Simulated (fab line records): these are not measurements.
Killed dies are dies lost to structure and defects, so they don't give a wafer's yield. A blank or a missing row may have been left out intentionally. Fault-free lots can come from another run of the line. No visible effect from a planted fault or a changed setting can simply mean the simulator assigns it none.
Which tool was responsible?    flow sfqLine    14 lots (42 wafers sampled), 1 step of a 325-step route

## WHAT THE GAUGES SHOWED, per wafer
The record lacks any reading of a measuring or inspecting step that a usual standard deviation could be used to judge.

## EACH LOT AND THE TOOL THAT RAN IT (in order: tool; ch and the chambers of the sampled wafers; start)
lot   SFQ_TRILAYER_I3_VIA_LITHO_PEB_088
L459  lithoTrack-01 ch 0, day 51 01:48
L460  lithoTrack-03 ch 0, day 51 09:00
L462  lithoTrack-01 ch 0, day 52 15:00
L463  lithoTrack-01 ch 0, day 52 22:39
L464  lithoTrack-04 ch 0, day 53 02:13
L465  lithoTrack-04 ch 0, day 53 09:25
L471  lithoTrack-03 ch 0, day 55 16:07
L472  lithoTrack-03 ch 0, day 56 05:49
L473  lithoTrack-03 ch 0, day 56 15:19
L474  lithoTrack-03 ch 0, day 56 21:19
L477  lithoTrack-01 ch 0, day 57 04:31
L478  lithoTrack-04 ch 0, day 57 14:10
L479  lithoTrack-04 ch 0, day 57 18:58
L481  lithoTrack-01 ch 0, day 58 18:55
- SFQ_TRILAYER_I3_VIA_LITHO_PEB_088: peb time 60 s.

## WHAT THE TOOLS THEMSELVES READ (means of the sampled wafers that have a number; where no wafer has one, the mark that the record gives instead)
SFQ_TRILAYER_I3_VIA_LITHO_PEB_088.
lot   tool           heaterPowerTotalW (W)
L459  lithoTrack-01  79.09
L460  lithoTrack-03  79.18
L462  lithoTrack-01  79.16
L463  lithoTrack-01  79.17
L464  lithoTrack-04  79.03
L465  lithoTrack-04  79.13
L471  lithoTrack-03  79.15
L472  lithoTrack-03  79.15
L473  lithoTrack-03  79.67
L474  lithoTrack-03  80.35
L477  lithoTrack-01  79.18
L478  lithoTrack-04  79.18
L479  lithoTrack-04  79.18
L481  lithoTrack-01  79.19

## THE ANSWER, worked out from the rows above alone
Rule: the usual values come from the lots themselves. Put in order of their means at a reading, lots are off if they are a third of the lots or fewer, leave a main group of 4 or more, and stand apart from it by a gap of 3 or more times the standard deviation of the main group's means; of several such gaps the widest counts. If all means in a main group match to the digits the tables above print for the reading, that group is not used. Also off: a lot with no number at a reading for which 4 or more lots have one. Any other lot the step has rows for is counted as sound. Order of review: gauges by route order, followed by the tools' own readings, for which a lot's mean as printed above is used. At the first step where some lot is off, the reading lying furthest off is the one used; lots without a number count as furthest.
Off at SFQ_TRILAYER_I3_VIA_LITHO_PEB_088 (heaterPowerTotalW): L473, L474. Mean 79.15 W and standard deviation 0.045 in the main group.
A tool fits if, at that step or a process step before it, it ran every lot that is off, and no sound lot after the first of them. One fits: SFQ_TRILAYER_I3_VIA_LITHO_PEB_088 on lithoTrack-03. Its last sound lot is L472 (day 56 05:49), its first lot that is off L473 (day 56 15:19): a fault that began between those two fits.
The tool's own readings at SFQ_TRILAYER_I3_VIA_LITHO_PEB_088 bear it out: on the lots that are off they differ by more than 5 times the standard deviation of the sound lots' means. heaterPowerTotalW reads 80.01 W there against 79.15 W on the sound lots.

## WHAT THE SIMULATOR HAD INSERTED
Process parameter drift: lithoTrack-03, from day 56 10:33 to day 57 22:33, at SFQ_TRILAYER_I3_VIA_LITHO_PEB_088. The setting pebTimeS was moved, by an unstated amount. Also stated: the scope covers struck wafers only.
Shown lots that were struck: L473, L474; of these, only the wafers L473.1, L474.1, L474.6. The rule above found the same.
